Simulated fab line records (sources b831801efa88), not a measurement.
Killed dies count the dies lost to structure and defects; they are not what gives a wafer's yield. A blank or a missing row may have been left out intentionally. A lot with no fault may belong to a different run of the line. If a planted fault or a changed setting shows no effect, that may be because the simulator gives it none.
Struck lot and sound lot, side by side | flow sky130 | 20 steps out of a route of 708
Sound: these wafers, L987.1, L987.3, L987.6. Struck: wafer L100.6 (left out: L100.1, L100.4 of the same lot, which were not struck); the cause appears at the end.
At each step with rows: each side's tool, then ch and its chambers, then its first start. Under that, the readings that differ: sound wafers | struck wafers | difference of the means | sigmas: that difference in standard deviations of wafers without a fault.
alike: readings whose means differ by less than 2 such deviations, and words and numbers that are the same on both sides. not compared: withheld readings, readings that some wafer has no value for, bounds like >300 that may hide the same value, and numbers for which the record gives no deviation and whose values overlap.
A row with sigmas, a row that says differs or no value, or rows on one side alone: a step with any of these is where the two part. Numbers that don't overlap but have no deviation are shown without sigmas and don't part them. A reading that every wafer of one side lacks parts them only if that side has two wafers or more.

SKY_LI_CONTACT_CVD_21: deposits W, target thk 400 nm, time 120.56 s.
  sound on cvd_w-02 ch 0,1, day 29 16:07; struck on cvd_w-02 ch 0, day 34 05:55
  alike: heater_power_w
SKY_LI_CONTACT_RS_MEAS_22: uses a four-point probe to measure.
  sound: film_metro-04 at day 29 16:14; struck: film_metro-02 at day 34 06:03
  reading                  | sound                | struck | difference | sigmas
  LI_CONTACT_W_RS (ohm/sq) | 0.2870 0.2881 0.2847 | 0.2805 | -0.0061    | -2
SKY_LI_CONTACT_THK_MEAS_23: measures by xrf.
  sound: film_metro-04 at day 29 16:22; struck: film_metro-02 at day 34 06:10
  alike: LI_CONTACT_W_THK
SKY_LI_CONTACT_CMP_24: polishes, stops on PSG, t overpolish 20 s, target thk 0 nm.
  sound on cmp-02 ch 0,1,3, day 29 16:25; struck on cmp-02 ch 1, day 34 06:14
  alike: motor_current_A, overpolish_run_s, time_to_endpoint_s
SKY_LOCAL_INTERCONNECT_SPUTTER_00: material TiN, target thk 100 nm, time 83.3 s.
  sound: pvd_sputter-03 at day 29 16:43; struck: pvd_sputter-04 at day 34 06:32
  alike: chamber_pressure_pa, throttle_valve_pct
SKY_LOCAL_INTERCONNECT_RS_MEAS_01: uses a four-point probe to measure.
  sound: film_metro-02 at day 29 16:47; struck: film_metro-02 at day 34 06:35
  reading                            | sound             | struck | difference | sigmas
  LOCAL_INTERCONNECT_TIN_RS (ohm/sq) | 13.95 14.04 14.07 | 14.42  | +0.40      | +3
SKY_LOCAL_INTERCONNECT_THK_MEAS_02: measures by xrf.
  sound: film_metro-02 at day 29 16:55; struck: film_metro-02 at day 34 06:43
  alike: LOCAL_INTERCONNECT_TIN_THK
then, 5 steps without rows for these wafers: SKY_LOCAL_INTERCONNECT_DEHYDRATE_03 (time 60 s); SKY_LOCAL_INTERCONNECT_HMDS_04 (prime time 60 s); SKY_LOCAL_INTERCONNECT_COAT_05 (resist thk 60 nm); SKY_LOCAL_INTERCONNECT_COAT_06 (resist thk 450 nm); SKY_LOCAL_INTERCONNECT_SOFTBAKE_07 (time 90 s).
SKY_LOCAL_INTERCONNECT_EXPOSE_08: exposes mask LI1M, target cd 170 nm.
  sound on krf_scanner-01 ch 0, day 30 07:19; struck on krf_scanner-01 ch 0, day 34 19:09
  alike: mask, exposure_dose_mJ_cm2
then, 2 steps without rows for these wafers: SKY_LOCAL_INTERCONNECT_PEB_09; SKY_LOCAL_INTERCONNECT_DEVELOP_10 (develop time 60 s).
SKY_LOCAL_INTERCONNECT_CD_MEAS_11: target cd 170 nm.
  sound: cd_sem-01 at day 30 20:31; struck: cd_sem-01 at day 35 08:32
  reading    | sound             | struck | difference | sigmas
  cd_nm (nm) | 168.5 170.4 169.6 | 142.9  | -26.6      | -19
  not compared: hold
SKY_LOCAL_INTERCONNECT_OVL_MEAS_12:
  sound: overlay-02 at day 30 20:38; struck: overlay-02 at day 35 13:19
  reading | sound | struck                   | difference                   | sigmas
  hold    | - - - | await_dispo/4.7h/release | no value on the sound wafers |
  alike: LOCAL_INTERCONNECT_OVL
SKY_LOCAL_INTERCONNECT_ETCH_13: etches BARC in N2/H2, stops on SiO2, time 45.9 s, target depth 60 nm.
  sound on rie_metal-04 ch 0,1, day 30 20:40; struck on rie_metal-01 ch 0, day 35 13:21
  reading                             | sound                | struck | difference | sigmas
  drypump_motor_current_A (A)         | 6.1 6.8 6.8          | 4.9    | -1.7       | -3
  throttle_valve_pct (%)              | 13.224 13.224 13.215 | 13.240 | +0.019     | +2
  model.LOCAL_INTERCONNECT.cd_nm (nm) | 167.7 169.6 169.3    | 140.4  | -28.5      |
  alike: oes_product_au
  not compared: rf_hours_counter_h
SKY_LOCAL_INTERCONNECT_METAL_ETCH_14: etches TiN in Cl2/BCl3, stops on PSG, target depth 110 nm, time 31.4 s.
  sound on rie_metal-04 ch 0,1, day 30 20:44; struck on rie_metal-01 ch 0, day 35 13:25
  reading                             | sound             | struck | difference | sigmas
  drypump_motor_current_A (A)         | 6.1 6.8 6.7       | 4.9    | -1.6       | -3
  oes_product_au (a.u.)               | 0.942 0.943 0.940 | 0.927  | -0.015     | -2
  model.LOCAL_INTERCONNECT.cd_nm (nm) | 168.1 169.3 168.7 | 140.5  | -28.2      |
  alike: throttle_valve_pct
  not compared: rf_hours_counter_h
SKY_LOCAL_INTERCONNECT_STRIP_15: strips in O2/N2.
  sound on plasma_asher-01 ch 0,1, day 30 20:47; struck on plasma_asher-04 ch 0, day 35 13:28
  alike: drypump_motor_current_A, oes_product_au, strip_time_to_endpoint_s
  not compared: rf_hours_counter_h

## WHERE THEY PART
First at SKY_LI_CONTACT_RS_MEAS_22; last, within this record, at SKY_LOCAL_INTERCONNECT_METAL_ETCH_14. Later steps at which nothing parts them and some readings are alike: SKY_LOCAL_INTERCONNECT_STRIP_15.

WHY: the cause the simulator had injected
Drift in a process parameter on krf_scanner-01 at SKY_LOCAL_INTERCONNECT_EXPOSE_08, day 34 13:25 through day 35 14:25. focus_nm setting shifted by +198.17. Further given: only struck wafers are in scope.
